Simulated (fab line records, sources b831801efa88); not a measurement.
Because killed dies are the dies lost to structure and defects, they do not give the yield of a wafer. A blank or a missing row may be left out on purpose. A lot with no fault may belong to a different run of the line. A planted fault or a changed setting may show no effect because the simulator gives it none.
fab line records | flow sky130
record: lots: 10 | wafers: 30 | last-day: 50
route steps=708 shown LOCAL_INTERCONNECT@400 CONTACT@411 METAL1@436
lots that met no fault: taken from a fault-free run of the same line
start-h: start of the lot's first displayed wafer, in hours after the record's first day | wait-h: time in hours since the lot's previous step | " identical to the entry in the row above | L1.1+2: a row that stands for several wafers | - value missing, or start not given | * or withheld: withheld | < > ~ a bound
route shown NAME@n: NAME is a module with steps in the file, n the number in the route of the first one | usual: mean and standard deviation over wafers with no fault | same: alike in all rows | chamber/n: place in a boat | sites: the reading at each site | _std_site: the values' standard deviation | _edge_site: the outer-site mean with the inner-site mean subtracted | radius-mm: for every site, how far away it sits from the centre of the wafer | mask NAME#n: copy n | behind: the tool/chamber that last shaped the wafer | hold: reason for holding the lot/hours on hold/outcome of the hold | device: names the non-switching transistor (n, p or np) | end of line: the same wafers' tests at the end of the route | for a step that has no rows: nothing shown but its recipe | killed: at the first sort, the dies lost to defects and structure; wafer yield is something else | map: a wafer's dies, x killed, . not, _ none there
set.NAME: the setting the step ran with; set.NAME@STEP: the setting that earlier step ran with | model.NAME: the simulator's own value behind a step, which no gauge read
steps of the route over a sample of lots; a table a step, a row a wafer
services: when a tool's chamber went out of use (start-h, in hours from the record's first day, below 0 if earlier), for how many hours, and the reason
== steps ==
step: SKY_LOCAL_INTERCONNECT_ETCH_13
recipe: chemistry: N2/H2 | target: BARC | ion-energy-ev: 200 | bias-w: 100 | pressure-mtorr: 30 | n2-flow-sccm: 100 | h2-flow-sccm: 200 | icp-w: 500 | stop-on: SiO2 | time-s: 45.9 | target-depth-a: 600
usual: drypump-motor-current-A: 5.7/0.42 | n2-flow-sccm: 100.00/0.29 | oes-product-au: 0.854/0.005 | throttle-valve-pct: 13.225/0.0083
lot.wafer | tool         | chamber | start-h | wait-h | drypump-motor-current-A | n2-flow-sccm | oes-product-au | rf-hours-counter-h | throttle-valve-pct
L771.2    | rie-metal-02 | 0       | 724.93  | 0.0    | 6.4                     | 99.89        | 0.854          | 9                  | 13.217
L771.3    | "            | 1       | "       | "      | 5.2                     | 100.49       | 0.854          | -                  | 13.216
L771.4    | "            | 0       | "       | "      | 6.4                     | 99.74        | 0.854          | -                  | 13.224
L774.1    | rie-metal-02 | 1       | 739.02  | 0.0    | 5.2                     | 99.96        | 0.861          | 11                 | 13.235
L774.2    | "            | 0       | "       | "      | 6.4                     | 100.14       | 0.864          | 9                  | 13.223
L774.5    | "            | 0       | "       | "      | 6.4                     | 100.04       | 0.859          | -                  | 13.211
L780.1    | rie-metal-03 | 1       | 780.72  | 0.0    | 5.7                     | 99.87        | 0.851          | 15                 | 13.230
L780.2    | "            | 0       | "       | "      | 5.5                     | 99.68        | 0.858          | 13                 | 13.232
L780.3    | "            | 1       | "       | "      | 5.7                     | 100.13       | 0.857          | -                  | 13.230
L781.3    | rie-metal-02 | 0       | 786.50  | 0.0    | 6.4                     | 100.17       | 0.866          | -                  | 13.228
L781.5    | "            | 0       | "       | "      | 6.4                     | 99.88        | 0.855          | -                  | 13.225
L781.6    | "            | 1       | "       | "      | 5.2                     | 100.26       | 0.857          | -                  | 13.211
L788.1    | rie-metal-01 | 1       | 845.78  | 0.0    | 5.7                     | 99.85        | 0.839          | 13                 | 13.225
L788.4    | "            | 0       | "       | "      | 5.3                     | 99.53        | 0.853          | -                  | 13.220
L788.5    | "            | 1       | "       | "      | 5.7                     | 99.91        | 0.853          | -                  | 13.230
L790.1    | rie-metal-01 | 0       | 847.73  | 0.0    | 5.3                     | 99.99        | 0.853          | 7                  | 13.232
L790.4    | "            | 1       | "       | "      | 5.7                     | 100.24       | 0.854          | -                  | 13.232
L790.6    | "            | 0       | "       | "      | 5.3                     | 99.64        | 0.841          | -                  | 13.230
L789.1    | rie-metal-03 | 0       | 851.28  | 0.0    | 5.5                     | 99.71        | 0.857          | 17                 | 13.220
L789.4    | "            | 0       | "       | "      | 5.5                     | 99.98        | 0.855          | -                  | 13.233
L789.5    | "            | 1       | "       | "      | 5.7                     | 99.79        | 0.857          | -                  | 13.219
L792.1    | rie-metal-03 | 0       | 874.12  | 0.0    | 5.5                     | 99.54        | 0.858          | 17                 | 13.240
L792.3    | "            | 1       | "       | "      | 5.7                     | 99.37        | 0.855          | -                  | 13.229
L792.6    | "            | 0       | "       | "      | 5.5                     | 100.42       | 0.857          | -                  | 13.218
L793.1    | rie-metal-02 | 0       | 881.62  | 0.0    | 6.4                     | 99.73        | 0.860          | 14                 | 13.218
L793.2    | "            | 1       | "       | "      | 5.2                     | 99.88        | 0.853          | 15                 | 13.233
L793.3    | "            | 0       | "       | "      | 6.4                     | 99.96        | 0.851          | -                  | 13.241
L794.3    | rie-metal-02 | 0       | 892.77  | 0.1    | 6.4                     | 100.34       | 0.854          | -                  | 13.217
L794.4    | "            | 0       | "       | "      | 6.5                     | 100.41       | 0.858          | -                  | 13.219
L794.6    | "            | 0       | "       | "      | 6.4                     | 100.18       | 0.861          | -                  | 13.229
step: SKY_CONTACT_BOW_MEAS_05
recipe: mode: bow
usual: CONTACT_BOW: 82/7.1
lot.wafer | tool          | chamber | start-h | wait-h | CONTACT_BOW[um]
L771.2    | film-metro-01 | -       | 726.18  | 0.2    | 82
L771.3    | "             | -       | "       | "      | 83
L771.4    | "             | -       | "       | "      | 78
L774.1    | film-metro-04 | -       | 740.26  | 0.2    | 73
L774.2    | "             | -       | "       | "      | 76
L774.5    | "             | -       | "       | "      | 76
L780.1    | film-metro-01 | -       | 781.96  | 0.2    | 92
L780.2    | "             | -       | "       | "      | 83
L780.3    | "             | -       | "       | "      | 86
L781.3    | film-metro-01 | -       | 787.85  | 0.3    | 75
L781.5    | "             | -       | "       | "      | 78
L781.6    | "             | -       | "       | "      | 81
L788.1    | film-metro-04 | -       | 847.42  | 0.1    | 88
L788.4    | "             | -       | "       | "      | 78
L788.5    | "             | -       | "       | "      | 81
L790.1    | film-metro-04 | -       | 849.62  | 0.1    | 84
L790.4    | "             | -       | "       | "      | 78
L790.6    | "             | -       | "       | "      | 93
L789.1    | film-metro-01 | -       | 852.59  | 0.1    | 89
L789.4    | "             | -       | "       | "      | 82
L789.5    | "             | -       | "       | "      | 101
L792.1    | film-metro-01 | -       | 875.40  | 0.1    | 83
L792.3    | "             | -       | "       | "      | 80
L792.6    | "             | -       | "       | "      | 74
L793.1    | film-metro-04 | -       | 882.85  | 0.1    | 66
L793.2    | "             | -       | "       | "      | 86
L793.3    | "             | -       | "       | "      | 89
L794.3    | film-metro-04 | -       | 894.11  | 0.1    | 77
L794.4    | "             | -       | "       | "      | 83
L794.6    | "             | -       | "       | "      | 85
step: SKY_CONTACT_THK_MEAS_26
recipe: thk-meas-gauge: xrf | reads: W_of_CONTACT_CVD_24
usual: CONTACT_W_THK: 336/5
lot.wafer | tool          | chamber | start-h | wait-h | CONTACT_W_THK[nm]
L771.2    | film-metro-01 | -       | 755.10  | 0.1    | 331
L771.3    | "             | -       | "       | "      | 328
L771.4    | "             | -       | "       | "      | 334
L774.1    | film-metro-04 | -       | 768.79  | 0.1    | 332
L774.2    | "             | -       | "       | "      | 339
L774.5    | "             | -       | "       | "      | 340
L780.1    | film-metro-01 | -       | 809.39  | 0.1    | 326
L780.2    | "             | -       | "       | "      | 331
L780.3    | "             | -       | "       | "      | 330
L781.3    | film-metro-01 | -       | 815.32  | 0.1    | 331
L781.5    | "             | -       | "       | "      | 327
L781.6    | "             | -       | "       | "      | 331
L788.1    | film-metro-03 | -       | 874.39  | 0.1    | 336
L788.4    | "             | -       | "       | "      | 340
L788.5    | "             | -       | "       | "      | 341
L790.1    | film-metro-01 | -       | 876.61  | 0.1    | 333
L790.4    | "             | -       | "       | "      | 328
L790.6    | "             | -       | "       | "      | 331
L789.1    | film-metro-04 | -       | 880.14  | 0.1    | 339
L789.4    | "             | -       | "       | "      | 339
L789.5    | "             | -       | "       | "      | 343
L792.1    | film-metro-04 | -       | 902.08  | 0.1    | 335
L792.3    | "             | -       | "       | "      | 340
L792.6    | "             | -       | "       | "      | 339
L793.1    | film-metro-01 | -       | 910.12  | 0.1    | 324
L793.2    | "             | -       | "       | "      | 331
L793.3    | "             | -       | "       | "      | 326
L794.3    | film-metro-04 | -       | 920.65  | 0.1    | 340
L794.4    | "             | -       | "       | "      | 343
L794.6    | "             | -       | "       | "      | 340
step: SKY_METAL1_SPUTTER_02
recipe: material: AlCu | target-thk-nm: 250 | power-w: 10600 | time-s: 13.3 | chamber-pressure-pa: 0.4
usual: chamber-pressure-pa: 0.4001/0.00084 | throttle-valve-pct: 30.4/0.54
lot.wafer | tool           | chamber | start-h | wait-h | chamber-pressure-pa | throttle-valve-pct
L771.2    | pvd-sputter-01 | -       | 755.50  | 0.0    | 0.3983              | 29.9
L771.3    | "              | -       | "       | "      | 0.4007              | 31.0
L771.4    | "              | -       | "       | "      | 0.4006              | 31.0
L774.1    | pvd-sputter-03 | -       | 769.20  | 0.0    | 0.3996              | 30.9
L774.2    | "              | -       | "       | "      | 0.3997              | 30.0
L774.5    | "              | -       | "       | "      | 0.3994              | 30.1
L780.1    | pvd-sputter-01 | -       | 809.80  | 0.0    | 0.3427              | 33.6
L780.2    | "              | -       | "       | "      | 0.3428              | 33.6
L780.3    | "              | -       | "       | "      | 0.3421              | 32.5
L781.3    | pvd-sputter-01 | -       | 815.70  | 0.0    | 0.3430              | 32.5
L781.5    | "              | -       | "       | "      | 0.3435              | 33.1
L781.6    | "              | -       | "       | "      | 0.3432              | 32.3
L788.1    | pvd-sputter-04 | -       | 874.79  | 0.0    | 0.4006              | 30.1
L788.4    | "              | -       | "       | "      | 0.4003              | 31.6
L788.5    | "              | -       | "       | "      | 0.4014              | 29.6
L790.1    | pvd-sputter-01 | -       | 877.02  | 0.0    | 0.3990              | 29.9
L790.4    | "              | -       | "       | "      | 0.4003              | 30.7
L790.6    | "              | -       | "       | "      | 0.4024              | 30.8
L789.1    | pvd-sputter-01 | -       | 880.55  | 0.0    | 0.3992              | 30.6
L789.4    | "              | -       | "       | "      | 0.4012              | 30.9
L789.5    | "              | -       | "       | "      | 0.4006              | 31.1
L792.1    | pvd-sputter-01 | -       | 902.49  | 0.0    | 0.3999              | 30.7
L792.3    | "              | -       | "       | "      | 0.4003              | 29.9
L792.6    | "              | -       | "       | "      | 0.3993              | 30.9
L793.1    | pvd-sputter-01 | -       | 910.85  | 0.0    | 0.4003              | 29.8
L793.2    | "              | -       | "       | "      | 0.3992              | 30.7
L793.3    | "              | -       | "       | "      | 0.4020              | 30.5
L794.3    | pvd-sputter-03 | -       | 921.04  | 0.0    | 0.3992              | 31.1
L794.4    | "              | -       | "       | "      | 0.4000              | 30.1
L794.6    | "              | -       | "       | "      | 0.4004              | 30.5
step: SKY_METAL1_RS_MEAS_05
recipe: thk-meas-gauge: four-point-probe | reads: TiN_of_METAL1_SPUTTER_04+Ti_of_METAL1_SPUTTER_03+AlCu_of_METAL1_SPUTTER_02+TiN_of_METAL1_SPUTTER_01+Ti_of_METAL1_SPUTTER_00
usual: METAL1_ALCU_RS: 0.1270/0.0011
lot.wafer | tool          | chamber | start-h | wait-h | METAL1_ALCU_RS[ohm/sq]
L771.2    | film-metro-02 | -       | 755.61  | 0.0    | 0.1251
L771.3    | "             | -       | "       | "      | 0.1268
L771.4    | "             | -       | "       | "      | 0.1272
L774.1    | film-metro-03 | -       | 769.29  | 0.0    | 0.1262
L774.2    | "             | -       | "       | "      | 0.1265
L774.5    | "             | -       | "       | "      | 0.1268
L780.1    | film-metro-04 | -       | 809.89  | 0.0    | 0.1212
L780.2    | "             | -       | "       | "      | 0.1211
L780.3    | "             | -       | "       | "      | 0.1208
L781.3    | film-metro-03 | -       | 815.83  | 0.1    | 0.1218
L781.5    | "             | -       | "       | "      | 0.1216
L781.6    | "             | -       | "       | "      | 0.1225
L788.1    | film-metro-04 | -       | 874.89  | 0.0    | 0.1258
L788.4    | "             | -       | "       | "      | 0.1257
L788.5    | "             | -       | "       | "      | 0.1258
L790.1    | film-metro-02 | -       | 877.11  | 0.0    | 0.1273
L790.4    | "             | -       | "       | "      | 0.1273
L790.6    | "             | -       | "       | "      | 0.1274
L789.1    | film-metro-03 | -       | 880.64  | 0.0    | 0.1279
L789.4    | "             | -       | "       | "      | 0.1286
L789.5    | "             | -       | "       | "      | 0.1291
L792.1    | film-metro-03 | -       | 902.58  | 0.0    | 0.1269
L792.3    | "             | -       | "       | "      | 0.1276
L792.6    | "             | -       | "       | "      | 0.1270
L793.1    | film-metro-02 | -       | 910.94  | 0.0    | 0.1280
L793.2    | "             | -       | "       | "      | 0.1269
L793.3    | "             | -       | "       | "      | 0.1279
L794.3    | film-metro-03 | -       | 921.17  | 0.1    | 0.1252
L794.4    | "             | -       | "       | "      | 0.1268
L794.6    | "             | -       | "       | "      | 0.1256
step: SKY_METAL1_THK_MEAS_06
recipe: thk-meas-gauge: xrf | reads: AlCu_of_METAL1_SPUTTER_02
usual: METAL1_ALCU_THK: 246.9/2.6
lot.wafer | tool          | chamber | start-h | wait-h | METAL1_ALCU_THK[nm]
L771.2    | film-metro-02 | -       | 755.72  | 0.1    | 250.5
L771.3    | "             | -       | "       | "      | 245.4
L771.4    | "             | -       | "       | "      | 246.9
L774.1    | film-metro-03 | -       | 769.41  | 0.1    | 250.0
L774.2    | "             | -       | "       | "      | 249.4
L774.5    | "             | -       | "       | "      | 247.8
L780.1    | film-metro-04 | -       | 810.01  | 0.1    | 255.8
L780.2    | "             | -       | "       | "      | 255.5
L780.3    | "             | -       | "       | "      | 255.4
L781.3    | film-metro-03 | -       | 815.93  | 0.1    | 255.1
L781.5    | "             | -       | "       | "      | 252.6
L781.6    | "             | -       | "       | "      | 253.1
L788.1    | film-metro-04 | -       | 875.01  | 0.1    | 250.3
L788.4    | "             | -       | "       | "      | 250.6
L788.5    | "             | -       | "       | "      | 248.7
L790.1    | film-metro-02 | -       | 877.23  | 0.1    | 246.3
L790.4    | "             | -       | "       | "      | 243.4
L790.6    | "             | -       | "       | "      | 242.7
L789.1    | film-metro-03 | -       | 880.76  | 0.1    | 245.5
L789.4    | "             | -       | "       | "      | 243.5
L789.5    | "             | -       | "       | "      | 242.3
L792.1    | film-metro-03 | -       | 902.70  | 0.1    | 246.6
L792.3    | "             | -       | "       | "      | 247.2
L792.6    | "             | -       | "       | "      | 246.5
L793.1    | film-metro-02 | -       | 911.06  | 0.1    | 243.5
L793.2    | "             | -       | "       | "      | 246.3
L793.3    | "             | -       | "       | "      | 244.3
L794.3    | film-metro-03 | -       | 921.27  | 0.1    | 250.1
L794.4    | "             | -       | "       | "      | 249.3
L794.6    | "             | -       | "       | "      | 252.2
== services ==
tool           | chamber | start-h | hours | kind
pvd-sputter-03 | 1       | 703.10  | -     | consumable-replace:kit
pvd-sputter-03 | 1       | 703.10  | 18.0  | scheduled-down
pvd-sputter-01 | -       | 715.45  | 3.6   | repair
rie-metal-01   | 0       | 723.19  | 11.0  | repair
rie-metal-02   | -       | 761.53  | 2.8   | pm
rie-metal-01   | -       | 769.83  | 2.8   | pm
pvd-sputter-04 | -       | 770.27  | 6.0   | repair
pvd-sputter-04 | -       | 791.63  | 6.7   | repair
pvd-sputter-01 | 1       | 800.69  | -     | consumable-replace:kit
pvd-sputter-01 | 1       | 800.69  | 18.0  | scheduled-down
pvd-sputter-01 | 1       | 800.69  | 18.0  | vent-cycle
rie-metal-01   | -       | 810.15  | 14.6  | pm
rie-metal-03   | 1       | 814.11  | -     | clean
rie-metal-03   | 1       | 814.11  | 25.8  | scheduled-down
rie-metal-03   | 1       | 814.11  | 25.8  | vent-cycle
pvd-sputter-03 | -       | 814.96  | 2.6   | repair
pvd-sputter-04 | -       | 822.06  | 1.9   | repair
pvd-sputter-04 | -       | 825.36  | 3.1   | repair
rie-metal-01   | -       | 837.81  | 1.2   | repair
pvd-sputter-03 | -       | 858.00  | 2.0   | repair
rie-metal-02   | 1       | 884.84  | -     | clean
rie-metal-02   | 1       | 884.84  | 18.3  | scheduled-down
rie-metal-02   | 1       | 884.84  | 18.3  | vent-cycle
pvd-sputter-03 | -       | 911.76  | 4.0   | repair
== key ==
first-sign: step: SKY_METAL1_SPUTTER_02 | reading: chamber-pressure-pa | direction: down | sigmas: 68 | usual: 0.4001 | struck: 0.3429
effect: step: SKY_METAL1_SPUTTER_02 | reading: throttle-valve-pct | direction: up | sigmas: 4.8 | usual: 30.4 | struck: 32.9
effect: step: SKY_METAL1_RS_MEAS_05 | reading: METAL1_ALCU_RS | direction: down | sigmas: 5 | usual: 0.1270 | struck: 0.1215
effect: step: SKY_METAL1_THK_MEAS_06 | reading: METAL1_ALCU_THK | direction: up | sigmas: 3 | usual: 246.9 | struck: 254.6
met-at SKY_METAL1_SPUTTER_02
struck-lots L780,L781
not-acting-at SKY_LOCAL_INTERCONNECT_ETCH_13,SKY_CONTACT_BOW_MEAS_05,SKY_CONTACT_THK_MEAS_26
onset-between 755.50 809.80
fault: kind: process-parameter-drift | tool: pvd-sputter-01 | chamber: - | onset-h: 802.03 | steps: SKY_METAL1_SPUTTER_02 | channel: chamber-pressure-pa | offset: -0.05757 | shape: step | end-h: 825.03 | acts-in: these-recipes-only | stated: 0.4
